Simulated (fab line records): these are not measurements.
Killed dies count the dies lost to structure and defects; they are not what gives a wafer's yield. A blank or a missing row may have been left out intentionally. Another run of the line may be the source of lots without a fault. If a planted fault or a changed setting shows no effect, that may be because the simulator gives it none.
Which tool was responsible? :: flow gf180mcu :: Sampling: 12 lots, 36 wafers, 3 of 602 route steps

## WHAT THE GAUGES READ, wafer by wafer
GF_V4_CD_MEAS_14: target cd 260 nm.
lot: L075
measured: day 24 14:50
on: cd-sem-01
cd-nm (nm): 263.1 262.5 262.4

lot: L077
measured: day 25 06:50
on: cd-sem-01
cd-nm (nm): 260.7 261.7 260.7

lot: L079
measured: day 26 04:05
on: cd-sem-01
cd-nm (nm): 260.8 260.7 260.7

lot: L081
measured: day 26 19:07
on: cd-sem-01
cd-nm (nm): 260.9 260.2 260.6

lot: L083
measured: day 27 11:35
on: cd-sem-01
cd-nm (nm): 259.2 260.7 260.0

lot: L085
measured: day 28 15:47
on: cd-sem-01
cd-nm (nm): 261.0 261.3 260.4

lot: L087
measured: day 28 22:58
on: cd-sem-01
cd-nm (nm): 257.0 258.4 257.8

lot: L089
measured: day 29 17:43
on: cd-sem-01
cd-nm (nm): 260.8 261.2 260.1

lot: L091
measured: day 30 01:42
on: cd-sem-01
cd-nm (nm): 261.2 262.0 262.5

lot: L093
measured: day 30 12:11
on: cd-sem-02
cd-nm (nm): 258.4 260.1 258.1

lot: L095
measured: day 31 01:40
on: cd-sem-01
cd-nm (nm): 260.4 260.2 259.2

lot: L097
measured: day 31 15:06
on: cd-sem-01
cd-nm (nm): 258.6 259.3 259.6

## WHAT TOOL EACH LOT RAN ON (gives the tool, then ch and the chambers of the sampled wafers, and finally the start)
lot: L075
GF_M1_SPUTTER_02: pvd-sputter-04, day 16 10:41
GF_V4_CMP_04: cmp-01 ch 0,1, day 23 16:07

lot: L077
GF_M1_SPUTTER_02: pvd-sputter-03, day 17 00:44
GF_V4_CMP_04: cmp-01 ch 0,2,3, day 24 09:13

lot: L079
GF_M1_SPUTTER_02: pvd-sputter-03, day 18 00:04
GF_V4_CMP_04: cmp-01 ch 0,1,2, day 25 07:02

lot: L081
GF_M1_SPUTTER_02: pvd-sputter-04, day 18 17:37
GF_V4_CMP_04: cmp-02 ch 1,3, day 25 22:23

lot: L083
GF_M1_SPUTTER_02: pvd-sputter-04, day 19 12:29
GF_V4_CMP_04: cmp-01 ch 0,1,2, day 26 13:09

lot: L085
GF_M1_SPUTTER_02: pvd-sputter-03, day 20 04:28
GF_V4_CMP_04: cmp-02 ch 0,1,3, day 27 11:50

lot: L087
GF_M1_SPUTTER_02: pvd-sputter-02, day 20 22:50
GF_V4_CMP_04: cmp-02 ch 1,2,3, day 28 13:30

lot: L089
GF_M1_SPUTTER_02: pvd-sputter-04, day 21 22:48
GF_V4_CMP_04: cmp-01 ch 0,1,2, day 29 00:25

lot: L091
GF_M1_SPUTTER_02: pvd-sputter-03, day 22 12:04
GF_V4_CMP_04: cmp-02 ch 0,1,3, day 29 06:48

lot: L093
GF_M1_SPUTTER_02: pvd-sputter-04, day 23 00:05
GF_V4_CMP_04: cmp-02 ch 0,1,3, day 29 17:25

lot: L095
GF_M1_SPUTTER_02: pvd-sputter-04, day 23 16:40
GF_V4_CMP_04: cmp-02 ch 2,3, day 30 06:55

lot: L097
GF_M1_SPUTTER_02: pvd-sputter-03, day 24 08:14
GF_V4_CMP_04: cmp-02 ch 0,1, day 30 20:56
- GF_M1_SPUTTER_02: material AlCu, target thk 450 nm, time 23.9 s.
- GF_V4_CMP_04: polishes SiO2.

## THE ANSWER, worked out from the rows above alone
Rule: what is usual is taken from the lots themselves. Put in order of their means at a reading, lots are off if they are a third of the lots or fewer, leave a main group of 4 or more, and stand apart from it by a gap of 3 or more times the standard deviation of the main group's means; of several such gaps the widest counts. A main group is skipped when, at the precision printed for the reading in the tables above, its means are all equal. Also off: a lot with no number at a reading for which 4 or more lots have one. The other lots that the step has rows for count as sound.
Across all readings shown, no lot is off: no conclusion can be drawn from this.

## WHAT HAD BEEN PUT IN BY THE SIMULATOR
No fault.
